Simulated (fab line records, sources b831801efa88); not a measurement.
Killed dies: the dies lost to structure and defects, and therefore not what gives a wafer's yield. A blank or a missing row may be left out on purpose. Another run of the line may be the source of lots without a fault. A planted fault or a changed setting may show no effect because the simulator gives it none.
Comparing a struck lot with a sound one :: flow sky130 :: 15 steps out of a route of 708
Sound: wafers L514.1, L514.2, L514.4. Wafers L523.1, L523.4, L523.5 were the ones struck. The cause is named last.
Per side, at each step with rows, come the tool, then ch with its chambers, and then its first start. Under that, the readings that differ: sound wafers :: struck wafers :: difference of the means :: sigmas: that difference in standard deviations of wafers without a fault.
alike: readings with means less than 2 such deviations apart, plus words and numbers identical on both sides. not compared: withheld readings, readings lacking a value on some wafer, bounds such as >300 that could conceal the same value, and numbers that have no deviation in the record and whose values overlap.
A row with sigmas, a row that says differs or no value, or rows on one side alone: a step with any of these is where the two part. Numbers that have no deviation but don't overlap get no sigmas and don't part them. A reading missing from all wafers of one side parts the sides only when that side holds two or more wafers.

first, 8 steps without rows for these wafers: SKY_VIA3_DEHYDRATE_04 (time 60 s); SKY_VIA3_HMDS_05 (prime time 60 s); SKY_VIA3_COAT_06 (resist thk 60 nm); SKY_VIA3_COAT_07 (resist thk 450 nm); SKY_VIA3_SOFTBAKE_08 (time 90 s); SKY_VIA3_EXPOSE_09 (exposes mask VIM3, target cd 200 nm); SKY_VIA3_PEB_10; SKY_VIA3_DEVELOP_11 (develop time 60 s).
SKY_VIA3_CD_MEAS_12 targets a cd of 200 nm.
  sound on cdSem-01, day 39 07:39; struck on cdSem-02, day 42 10:24
  alike: cdNm
SKY_VIA3_OVL_MEAS_13:
  sound on overlay-02, day 39 07:46; struck on overlay-01, day 42 10:31
  alike: VIA3_OVL
SKY_VIA3_ETCH_14: etches BARC in N2/H2, stops on SiO2, time 45.9 s, target depth 60 nm.
  sound on rieDiel-04 ch 0,1,2, day 39 07:48; struck on rieDiel-02 ch 0,3, day 42 10:33
reading: drypumpMotorCurrentA (A)
sound: 6.4 5.6 6.2
struck: 5.1 5.2 5.1
difference: -0.9
sigmas: -2
  alike: h2FlowSccm, n2FlowSccm, oesProductAu, rfFwdPowerW, throttleValvePct
  not compared: rfHoursCounterH
SKY_VIA3_ETCH_15: etches SiO2 in C4F8/O2/Ar, stops on TiN, target depth 507 nm, time 78 s.
  sound on rieDiel-04 ch 0,1,2, day 39 07:50; struck on rieDiel-02 ch 0,3, day 42 10:35
  alike: oesProductAu, rfFwdPowerW
  not compared: rfHoursCounterH
SKY_VIA3_STRIP_16: strips in O2/N2.
  sound on plasmaAsher-04 ch 0,1, day 39 07:54; struck on plasmaAsher-01 ch 1, day 42 10:39
  no value came back on the struck wafers for any of 6 readings (chamberPressureMTorr (mTorr), drypumpMotorCurrentA (A) and others); on the sound wafers chamberPressureMTorr (mTorr) reads 1499.5 1498.8 1499.2
reading: model.KrF-thick_of_VIA3_COAT_07.thkNm (nm)
sound: 0 0 0
struck: 288.6 291.8 286.8
difference: +289.1
sigmas: 
  not compared: rfHoursCounterH
then, 1 step without rows for these wafers: SKY_VIA3_STRIP_17 (strips in post etch residue remover, time 1200 s).
-- the record jumps here: 6 days lie between the struck wafers' starts before and after (it left off in module VIA3 and takes up again in module PAD_OPEN, whose first step shown is number 708 of the route) --
SKY_PAD_OPEN_PROBE_99:
  sound on prober-01, day 45 09:17; struck on prober-01, day 48 01:07
reading: hold
sound: - - -
struck: awaitDispo/3.2h/scrap awaitDispo/3.2h/scrap awaitDispo/3.2h/scrap
difference: no value on the sound wafers
sigmas: 

reading: defectLimitedYield (%)
sound: 81.5 82.3 80.9
struck: 0 0 0
difference: -82
sigmas: -43

reading: killed_at_M0_to_M3
sound: 52 43 50
struck: 450 445 442
difference: +397
sigmas: +58

reading: killedDies
sound: 91 87 94
struck: 492 492 492
difference: +401
sigmas: +43

reading: killedOnRim
sound: 25 16 21
struck: 96 96 96
difference: +75
sigmas: +19

reading: sort_bin_5_function (%)
sound: 10.4 11.6 11.2
struck: 96.1 92.1 90.7
difference: +81.9
sigmas: +55

reading: sortNPass
sound: 401 405 398
struck: 0 0 0
difference: -401
sigmas: -43

reading: sortYieldPct (%)
sound: 81.5 82.3 80.9
struck: 0 0 0
difference: -82
sigmas: -43
  alike: killed_at_M4_up, killedAtContacts, killedAtFrontEnd, killedAtOther, killedOpen, killedShort, sort_bin_3_pad_short, sort_bin_6_memory

== WHERE THEY PART ==
Last at SKY_PAD_OPEN_PROBE_99 as far as this record goes, first at SKY_VIA3_ETCH_14.

WHY: whatever the simulator had introduced
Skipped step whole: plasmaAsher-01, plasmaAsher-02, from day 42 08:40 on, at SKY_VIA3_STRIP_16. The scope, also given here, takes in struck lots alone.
